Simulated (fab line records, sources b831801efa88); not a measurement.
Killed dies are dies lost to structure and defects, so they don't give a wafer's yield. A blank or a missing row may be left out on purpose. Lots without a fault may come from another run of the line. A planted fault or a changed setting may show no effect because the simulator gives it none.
Which tool did it? | flow gf180mcu | 6 lots, 18 wafers sampled, at 2 steps of a route of 602

WHAT THE GAUGES READ, wafer by wafer
GF_TOP_METAL_OVL_MEAS_15.
lot  | measured     | on         | TOP_METAL_OVL (nm)
L572 | day 28 13:30 | overlay-01 | 3.0 1.0 3.9
L574 | day 29 09:08 | overlay-01 | 0.2 2.0 2.8
L579 | day 30 20:28 | overlay-01 | 0.6 3.5 2.5
L582 | day 31 16:22 | overlay-01 | 1.1 2.5 1.7
L590 | day 33 15:41 | overlay-01 | 0.7 2.0 0.9
L592 | day 34 01:53 | overlay-01 | 1.8 1.6 0.0

WHICH TOOL RAN EACH LOT (tool, then ch and the chambers of the sampled wafers, then the start)
lot  | GF_V2_CMP_04
L572 | cmp-02 ch 1,2, day 19 19:41
L574 | cmp-02 ch 0,2,3, day 20 20:12
L579 | cmp-02 ch 0,1,2, day 22 18:33
L582 | cmp-01 ch 0,1,3, day 23 22:04
L590 | cmp-02 ch 0,1,2, day 26 03:06
L592 | cmp-01 ch 1,2,3, day 26 22:30
- GF_V2_CMP_04: polishes SiO2.

THE ANSWER, worked out from the rows above alone
Rule: what is usual is taken from the lots themselves. Put in order of their means at a reading, lots are off if they are a third of the lots or fewer, leave a main group of 4 or more, and stand apart from it by a gap of 3 or more times the standard deviation of the main group's means; of several such gaps the widest counts. A main group whose means are all the same, to the digits that the tables above print for the reading, isn't used. A lot without any number at a reading at which 4 lots or more have one is off too. The other lots that the step has rows for count as sound.
No lot is off at any reading shown: from this, nothing can be told.

WHAT THE SIMULATOR HAD PUT IN
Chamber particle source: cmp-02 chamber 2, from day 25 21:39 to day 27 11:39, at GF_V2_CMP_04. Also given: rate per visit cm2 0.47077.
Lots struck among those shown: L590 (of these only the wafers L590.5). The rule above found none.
